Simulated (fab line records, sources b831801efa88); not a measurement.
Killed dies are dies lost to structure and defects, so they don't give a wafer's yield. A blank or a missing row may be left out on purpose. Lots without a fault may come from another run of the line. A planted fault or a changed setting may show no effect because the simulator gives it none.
Which tool did it? | flow sky130 | 24 lots, 72 wafers sampled, at 6 steps of a route of 708

WHAT THE GAUGES READ, wafer by wafer
SKY_LDD_P_OVL_MEAS_08.
lot  | measured     | on         | LDD_P_OVL (nm)
L074 | day 19 20:42 | overlay-01 | 1.9 1.2 0.8
L075 | day 19 21:24 | overlay-02 | -0.1 0.1 -0.5
L076 | day 21 02:06 | overlay-02 | 0.9 2.2 1.7
L077 | day 21 03:09 | overlay-01 | 1.3 3.6 2.9
L078 | day 21 11:28 | overlay-02 | -2.6 -1.2 -3.1
L079 | day 21 15:55 | overlay-02 | -0.8 -1.7 -1.3
L082 | day 22 02:02 | overlay-02 | 1.7 2.4 0.8
L080 | day 22 03:48 | overlay-01 | 0.9 -0.5 -1.2
L081 | day 22 05:18 | overlay-02 | 2.7 1.9 1.2
L083 | day 22 12:01 | overlay-02 | 1.8 0.8 0.3
L084 | day 22 23:42 | overlay-02 | 0.8 0.9 0.8
L086 | day 23 13:05 | overlay-02 | -1.5 -0.5 -0.9
L085 | day 23 13:39 | overlay-02 | 0.4 -1.0 1.6
L087 | day 23 21:48 | overlay-01 | 0.8 -1.0 -2.3
L088 | day 24 06:19 | overlay-02 | -1.0 -1.9 -2.4
L089 | day 24 15:29 | overlay-01 | -0.4 -1.9 0.0
L090 | day 24 23:48 | overlay-01 | 0.2 -0.4 0.8
L091 | day 25 02:42 | overlay-02 | -0.6 -0.9 0.9
L092 | day 25 12:29 | overlay-01 | 1.5 2.0 0.8
L093 | day 25 22:17 | overlay-02 | 2.0 0.7 2.0
L094 | day 26 11:47 | overlay-02 | -0.4 0.3 0.8
L095 | day 26 23:01 | overlay-01 | -1.9 -1.7 -1.9
L096 | day 27 04:24 | overlay-01 | 0.1 -1.4 -0.2
L097 | day 27 08:00 | overlay-01 | 3.5 -1.6 0.6

SKY_METAL1_OVL_MEAS_16.
lot  | measured     | on         | METAL1_OVL (nm)
L074 | day 33 12:33 | overlay-02 | 0 1 9
L075 | day 33 13:05 | overlay-02 | 1 3 1
L076 | day 34 14:29 | overlay-02 | -4 0 3
L077 | day 34 15:30 | overlay-02 | 11 9 12
L078 | day 34 21:01 | overlay-02 | -12 -3 1
L079 | day 35 01:34 | overlay-01 | 3 0 -2
L082 | day 35 09:32 | overlay-01 | -2 3 8
L080 | day 35 11:18 | overlay-02 | 9 12 6
L081 | day 35 12:15 | overlay-01 | 9 4 12
L083 | day 35 16:07 | overlay-02 | -10 0 -2
L084 | day 36 04:09 | overlay-02 | 7 -3 3
L086 | day 36 14:11 | overlay-02 | 5 9 10
L085 | day 36 17:14 | overlay-01 | 4 6 2
L087 | day 36 20:06 | overlay-01 | 4 2 0
L088 | day 37 08:40 | overlay-02 | 1 0 4
L089 | day 38 12:03 | overlay-02 | 7 1 6
L090 | day 38 13:35 | overlay-02 | 9 7 10
L091 | day 38 13:01 | overlay-01 | 3 -1 0
L092 | day 38 14:57 | overlay-02 | 10 13 3
L093 | day 38 20:31 | overlay-02 | 3 -4 -3
L094 | day 39 07:58 | overlay-02 | 11 11 10
L095 | day 39 13:23 | overlay-01 | -3 -6 -4
L096 | day 39 18:15 | overlay-01 | -12 -6 0
L097 | day 39 20:41 | overlay-01 | -8 7 -3

SKY_VIA4_THK_MEAS_01.
lot  | measured     | on            | VIA4_HDPCVD_THK (nm)
L074 | day 42 11:06 | film_metro-02 | 1780 1782 1793
L075 | day 42 12:11 | film_metro-03 | 1769 1760 1770
L076 | day 43 06:50 | film_metro-02 | 1745 1752 1723
L077 | day 43 08:11 | film_metro-02 | 1765 1776 1777
L078 | day 43 13:30 | film_metro-02 | 1764 1753 1763
L079 | day 43 17:29 | film_metro-04 | 1778 1775 1764
L082 | day 44 01:02 | film_metro-03 | 1752 1739 1768
L080 | day 44 02:35 | film_metro-03 | 1750 1771 1752
L081 | day 44 03:38 | film_metro-03 | 1737 1729 1749
L083 | day 44 05:01 | film_metro-03 | 1754 1779 1778
L084 | day 44 15:17 | film_metro-04 | 1746 1749 1719
L086 | day 45 00:10 | film_metro-03 | 1741 1722 1737
L085 | day 45 03:02 | film_metro-04 | 1751 1741 1752
L087 | day 45 06:02 | film_metro-03 | 1779 1763 1752
L088 | day 45 15:09 | film_metro-03 | 1743 1760 1745
L089 | day 46 14:41 | film_metro-02 | 1763 1766 1769
L090 | day 46 15:58 | film_metro-02 | 1753 1748 1749
L091 | day 46 15:38 | film_metro-04 | 1739 1746 1751
L092 | day 46 15:47 | film_metro-03 | 1746 1738 1759
L093 | day 47 00:24 | film_metro-03 | 1729 1747 1742
L094 | day 47 09:51 | film_metro-03 | 1738 1761 1764
L095 | day 47 14:53 | film_metro-03 | 1742 1765 1758
L096 | day 47 19:12 | film_metro-02 | 1747 1744 1760
L097 | day 47 20:54 | film_metro-03 | 1766 1775 1761

WHICH TOOL RAN EACH LOT (tool, then ch and the chambers of the sampled wafers, then the start)
lot  | SKY_RES_XHIGH_STRIP_08               | SKY_CAPM_SPUTTER_02          | SKY_METAL4_STRIP_19
L074 | plasma_asher-01 ch 0,1, day 27 10:26 | pvd_sputter-01, day 37 02:08 | plasma_asher-04 ch 0,1, day 42 10:18
L075 | plasma_asher-04 ch 0, day 27 11:43   | pvd_sputter-04, day 37 02:28 | plasma_asher-03 ch 0,1, day 42 11:23
L076 | plasma_asher-04 ch 0,1, day 28 15:35 | pvd_sputter-01, day 38 03:02 | plasma_asher-01 ch 0,1, day 43 06:04
L077 | plasma_asher-02 ch 0,1, day 28 16:10 | pvd_sputter-04, day 38 03:44 | plasma_asher-01 ch 0,1, day 43 07:25
L078 | plasma_asher-04 ch 0,1, day 28 21:52 | pvd_sputter-04, day 38 08:51 | plasma_asher-04 ch 0,1, day 43 12:43
L079 | plasma_asher-04 ch 0, day 29 02:40   | pvd_sputter-04, day 38 13:01 | plasma_asher-03 ch 0,1, day 43 16:39
L082 | plasma_asher-04 ch 0,1, day 29 11:25 | pvd_sputter-02, day 38 21:14 | plasma_asher-01 ch 0,1, day 44 00:15
L080 | plasma_asher-01 ch 0,1, day 29 13:15 | pvd_sputter-02, day 38 22:22 | plasma_asher-03 ch 0,1, day 44 01:50
L081 | plasma_asher-04 ch 0,1, day 29 13:25 | pvd_sputter-04, day 39 02:14 | plasma_asher-01 ch 0,1, day 44 02:48
L083 | plasma_asher-04 ch 0,1, day 29 18:39 | pvd_sputter-01, day 39 03:25 | plasma_asher-03 ch 0,1, day 44 04:16
L084 | plasma_asher-02 ch 0,1, day 30 06:40 | pvd_sputter-01, day 39 14:29 | plasma_asher-04 ch 0,1, day 44 14:31
L086 | plasma_asher-02 ch 0,1, day 30 18:40 | pvd_sputter-04, day 39 23:47 | plasma_asher-03 ch 0,1, day 44 23:23
L085 | plasma_asher-01 ch 0,1, day 30 22:02 | pvd_sputter-02, day 40 03:05 | plasma_asher-03 ch 0,1, day 45 02:16
L087 | plasma_asher-01 ch 0,1, day 31 02:13 | pvd_sputter-04, day 40 05:57 | plasma_asher-03 ch 0,1, day 45 05:16
L088 | plasma_asher-04 ch 0,1, day 31 13:21 | pvd_sputter-01, day 40 15:39 | plasma_asher-04 ch 0,1, day 45 14:23
L089 | plasma_asher-02 ch 0,1, day 32 20:13 | pvd_sputter-04, day 41 17:50 | plasma_asher-03 ch 0,1, day 46 13:52
L090 | plasma_asher-01 ch 1, day 32 21:14   | pvd_sputter-04, day 41 18:53 | plasma_asher-01 ch 0,1, day 46 14:51
L091 | plasma_asher-04 ch 0,1, day 32 20:33 | pvd_sputter-04, day 41 18:26 | plasma_asher-04 ch 0,1, day 46 14:38
L092 | plasma_asher-04 ch 0,1, day 32 21:49 | pvd_sputter-04, day 41 19:29 | plasma_asher-03 ch 0, day 46 14:47
L093 | plasma_asher-02 ch 0,1, day 33 04:16 | pvd_sputter-01, day 42 03:38 | plasma_asher-04 ch 0,1, day 46 21:51
L094 | plasma_asher-01 ch 0,1, day 33 16:26 | pvd_sputter-01, day 42 13:55 | plasma_asher-04 ch 0,1, day 47 09:04
L095 | plasma_asher-02 ch 0,1, day 33 21:55 | pvd_sputter-02, day 42 22:31 | plasma_asher-03 ch 0,1, day 47 14:06
L096 | plasma_asher-04 ch 0,1, day 34 03:31 | pvd_sputter-01, day 43 00:29 | plasma_asher-01 ch 0,1, day 47 18:25
L097 | plasma_asher-02 ch 0,1, day 34 06:46 | pvd_sputter-01, day 43 02:20 | plasma_asher-03 ch 0,1, day 47 20:07
- SKY_RES_XHIGH_STRIP_08: strips in O2/N2.
- SKY_CAPM_SPUTTER_02: material TiN, target thk 200 nm, time 166.7 s.
- SKY_METAL4_STRIP_19: strips in O2/N2.

WHAT THE TOOLS THEMSELVES READ (means of the sampled wafers that have a number; where no wafer has one, the mark that the record gives instead)
SKY_RES_XHIGH_STRIP_08.
lot  | tool            | drypump_motor_current_A (A) | oes_product_au (a.u.) | strip_time_to_endpoint_s (s)
L074 | plasma_asher-01 | 5.3                         | 0.713                 | 14.28
L075 | plasma_asher-04 | 5.8                         | 0.711                 | 14.26
L076 | plasma_asher-04 | 6.0                         | 0.713                 | 14.33
L077 | plasma_asher-02 | 5.7                         | 0.711                 | 14.33
L078 | plasma_asher-04 | 6.0                         | 0.713                 | 14.31
L079 | plasma_asher-04 | 5.8                         | 0.713                 | 14.31
L082 | plasma_asher-04 | 6.0                         | 0.710                 | 14.33
L080 | plasma_asher-01 | 5.5                         | 0.715                 | 14.27
L081 | plasma_asher-04 | 6.0                         | 0.707                 | 14.27
L083 | plasma_asher-04 | 6.0                         | 0.715                 | 14.31
L084 | plasma_asher-02 | 5.7                         | 0.707                 | 14.37
L086 | plasma_asher-02 | 5.6                         | 0.717                 | 14.32
L085 | plasma_asher-01 | 5.5                         | 0.711                 | 14.25
L087 | plasma_asher-01 | 5.3                         | 0.710                 | 14.28
L088 | plasma_asher-04 | 6.0                         | 0.711                 | 14.30
L089 | plasma_asher-02 | 5.6                         | 0.714                 | 14.36
L090 | plasma_asher-01 | 5.1                         | 0.712                 | 14.32
L091 | plasma_asher-04 | 5.9                         | 0.712                 | 14.25
L092 | plasma_asher-04 | 6.0                         | 0.712                 | 14.38
L093 | plasma_asher-02 | 5.8                         | 0.710                 | 14.28
L094 | plasma_asher-01 | 5.5                         | 0.710                 | 14.29
L095 | plasma_asher-02 | 5.6                         | 0.712                 | 14.34
L096 | plasma_asher-04 | 6.0                         | 0.705                 | 14.32
L097 | plasma_asher-02 | 5.7                         | 0.709                 | 14.30

SKY_CAPM_SPUTTER_02.
lot  | tool           | throttle_valve_pct (%)
L074 | pvd_sputter-01 | 30.2
L075 | pvd_sputter-04 | 30.0
L076 | pvd_sputter-01 | 29.4
L077 | pvd_sputter-04 | 30.6
L078 | pvd_sputter-04 | 29.9
L079 | pvd_sputter-04 | 30.3
L082 | pvd_sputter-02 | 29.0
L080 | pvd_sputter-02 | 31.1
L081 | pvd_sputter-04 | 30.6
L083 | pvd_sputter-01 | 29.5
L084 | pvd_sputter-01 | 29.6
L086 | pvd_sputter-04 | 29.8
L085 | pvd_sputter-02 | 29.8
L087 | pvd_sputter-04 | 30.4
L088 | pvd_sputter-01 | 29.6
L089 | pvd_sputter-04 | 29.8
L090 | pvd_sputter-04 | 30.3
L091 | pvd_sputter-04 | 30.6
L092 | pvd_sputter-04 | 30.4
L093 | pvd_sputter-01 | 29.6
L094 | pvd_sputter-01 | 29.4
L095 | pvd_sputter-02 | 28.9
L096 | pvd_sputter-01 | 30.3
L097 | pvd_sputter-01 | 28.8

SKY_METAL4_STRIP_19.
lot  | tool            | drypump_motor_current_A (A) | oes_product_au (a.u.) | strip_time_to_endpoint_s (s)
L074 | plasma_asher-04 | 6.04                        | 0.501                 | 6.58
L075 | plasma_asher-03 | 5.71                        | 0.503                 | 6.51
L076 | plasma_asher-01 | 5.52                        | 0.502                 | 6.44
L077 | plasma_asher-01 | 5.31                        | 0.497                 | 6.44
L078 | plasma_asher-04 | 5.93                        | 0.494                 | 6.42
L079 | plasma_asher-03 | 5.66                        | 0.508                 | 6.63
L082 | plasma_asher-01 | 5.32                        | 0.503                 | 6.48
L080 | plasma_asher-03 | 5.65                        | 0.504                 | 6.54
L081 | plasma_asher-01 | 5.52                        | 0.505                 | 6.53
L083 | plasma_asher-03 | 5.67                        | 0.503                 | 6.54
L084 | plasma_asher-04 | 5.94                        | 0.494                 | 6.32
L086 | plasma_asher-03 | 5.66                        | 0.495                 | 6.39
L085 | plasma_asher-03 | 5.66                        | 0.493                 | 6.43
L087 | plasma_asher-03 | 5.71                        | 0.495                 | 6.41
L088 | plasma_asher-04 | 5.93                        | 0.508                 | 6.65
L089 | plasma_asher-03 | 5.67                        | 0.494                 | 6.46
L090 | plasma_asher-01 | 5.51                        | 0.497                 | 6.46
L091 | plasma_asher-04 | 6.04                        | 0.508                 | 6.62
L092 | plasma_asher-03 | 5.61                        | 0.503                 | 6.59
L093 | plasma_asher-04 | 6.04                        | 0.499                 | 6.44
L094 | plasma_asher-04 | 5.93                        | 0.503                 | 6.59
L095 | plasma_asher-03 | 5.66                        | 0.495                 | 6.37
L096 | plasma_asher-01 | 5.50                        | 0.503                 | 6.58
L097 | plasma_asher-03 | 5.65                        | 0.503                 | 6.53

THE ANSWER, worked out from the rows above alone
Rule: what is usual is taken from the lots themselves. Put in order of their means at a reading, lots are off if they are a third of the lots or fewer, leave a main group of 4 or more, and stand apart from it by a gap of 3 or more times the standard deviation of the main group's means; of several such gaps the widest counts. A main group whose means are all the same, to the digits that the tables above print for the reading, isn't used. A lot without any number at a reading at which 4 lots or more have one is off too. The other lots that the step has rows for count as sound. The gauges are gone through in route order, then the tools' own readings, and for those a lot's mean is taken as printed above. The first step at which some lot is off is used, and at that step the reading that is off furthest; a lot without a number counts as furthest.
No lot is off at any reading shown: from this, nothing can be told.

WHAT THE SIMULATOR HAD PUT IN
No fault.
